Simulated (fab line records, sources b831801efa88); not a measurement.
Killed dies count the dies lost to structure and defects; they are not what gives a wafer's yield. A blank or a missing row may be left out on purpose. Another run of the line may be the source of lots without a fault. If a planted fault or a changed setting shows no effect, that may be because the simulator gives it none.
Which tool did it?    flow gf180mcu    13 lots with 39 wafers sampled at 3 steps, on a route of 602 steps

## WHAT EACH GAUGE READ, for each wafer
GF_VT_IMPLANT_OVL_MEAS_29. Usual: VT_IMPLANT_02_OVL gives -0.5 nm (standard deviation 1.2).
lot   measured      on          VT_IMPLANT_02_OVL (nm)  flag
L887  day 6 20:47   overlay-01  -0.7 0.1 -0.9           
L888  day 7 01:56   overlay-02  -0.5 0.1 -2.2           
L889  day 7 14:11   overlay-02  -1.0 0.7 -0.3           
L891  day 8 00:13   overlay-02  1.8 2.0 0.2             
L892  day 8 05:47   overlay-02  -0.4 1.9 0.2            
L896  day 9 08:14   overlay-02  -3.4 -1.8 -3.2          
L897  day 9 14:21   overlay-01  -1.2 -1.1 -0.5          
L900  day 10 13:23  overlay-02  -2.0 -1.3 -3.1          
L905  day 11 18:55  overlay-02  -0.2 0.9 1.2            
L907  day 12 08:30  overlay-02  -1.3 0.4 1.0            
L908  day 12 13:26  overlay-01  -0.8 -0.8 -0.5          
L909  day 12 21:13  overlay-02  -2.1 -1.8 -2.4          
L910  day 13 06:38  overlay-01  0.3 0.0 -1.1            

GF_POLY_GATE_THK_MEAS_01. Usual: POLY_GATE_CVD_00_THK gives 200.1 nm (standard deviation 2.2).
lot   measured      on             POLY_GATE_CVD_00_THK (nm)  flag
L887  day 8 10:41   film-metro-01  200.7 201.6 202.7          
L888  day 8 15:50   film-metro-02  204.2 202.8 201.4          
L889  day 9 05:25   film-metro-03  198.0 199.4 200.2          
L891  day 9 15:37   film-metro-01  196.2 196.6 196.0          
L892  day 9 21:01   film-metro-01  196.5 198.5 198.2          
L896  day 11 01:47  film-metro-03  204.4 203.2 203.0          
L897  day 11 09:53  film-metro-01  198.9 196.5 199.2          
L900  day 12 13:46  film-metro-02  198.3 199.0 200.4          
L905  day 13 21:13  film-metro-03  200.1 200.8 199.0          
L907  day 14 08:02  film-metro-02  200.6 198.6 200.8          
L908  day 14 12:59  film-metro-01  199.0 197.7 199.0          
L909  day 14 20:05  film-metro-03  198.1 198.5 199.9          
L910  day 15 08:32  film-metro-03  200.5 201.7 199.7          

GF_POLY_GATE_THK_MEAS_17. Usual: POLY_GATE_OXIDATION_THK gives 4.02 nm (standard deviation 0.093).
lot   measured      on             POLY_GATE_OXIDATION_THK (nm)  flag
L887  day 9 06:44   film-metro-01  4.06 4.06 4.17                
L888  day 9 10:10   film-metro-03  4.08 4.15 4.11                
L889  day 9 23:47   film-metro-03  4.09 4.13 4.09                
L891  day 10 10:50  film-metro-03  4.09 4.10 4.10                
L892  day 10 16:46  film-metro-01  4.16 4.02 4.19                
L896  day 12 01:36  film-metro-02  3.89 3.86 3.82                
L897  day 12 09:59  film-metro-01  3.93 4.06 4.07                
L900  day 13 10:11  film-metro-03  4.08 4.13 4.09                
L905  day 14 20:05  film-metro-01  3.92 3.84 3.92                
L907  day 15 08:28  film-metro-01  3.85 3.78 3.80                
L908  day 15 12:17  film-metro-01  4.14 4.13 4.24                
L909  day 15 19:02  film-metro-01  3.93 3.90 3.89                
L910  day 16 07:46  film-metro-02  4.02 3.97 3.87                

## WHAT TOOL EACH LOT RAN ON (gives the tool, then ch and the chambers of the sampled wafers, and finally the start)
The record holds no process step before these readings.

## WHAT THE TOOLS THEMSELVES READ (means of the sampled wafers that have a number; where no wafer has one, the mark that the record gives instead)
The record holds no such reading with a usual standard deviation.

## THE ANSWER, worked out from the rows above alone
Rule: take the mean of a lot's wafers that have a number; if it is more than 3 standard deviations from the usual mean, the lot is off. A lot without any number at a reading at which 4 lots or more have one is off too. Any other lot the step has rows for is counted as sound. The gauges are gone through in route order, then the tools' own readings, and for those a lot's mean is taken as printed above. At the first step where some lot is off, the reading lying furthest off is the one used; lots without a number count as furthest.
None of the lots is off at any reading shown; this tells nothing.

## WHAT HAD BEEN PUT IN BY THE SIMULATOR
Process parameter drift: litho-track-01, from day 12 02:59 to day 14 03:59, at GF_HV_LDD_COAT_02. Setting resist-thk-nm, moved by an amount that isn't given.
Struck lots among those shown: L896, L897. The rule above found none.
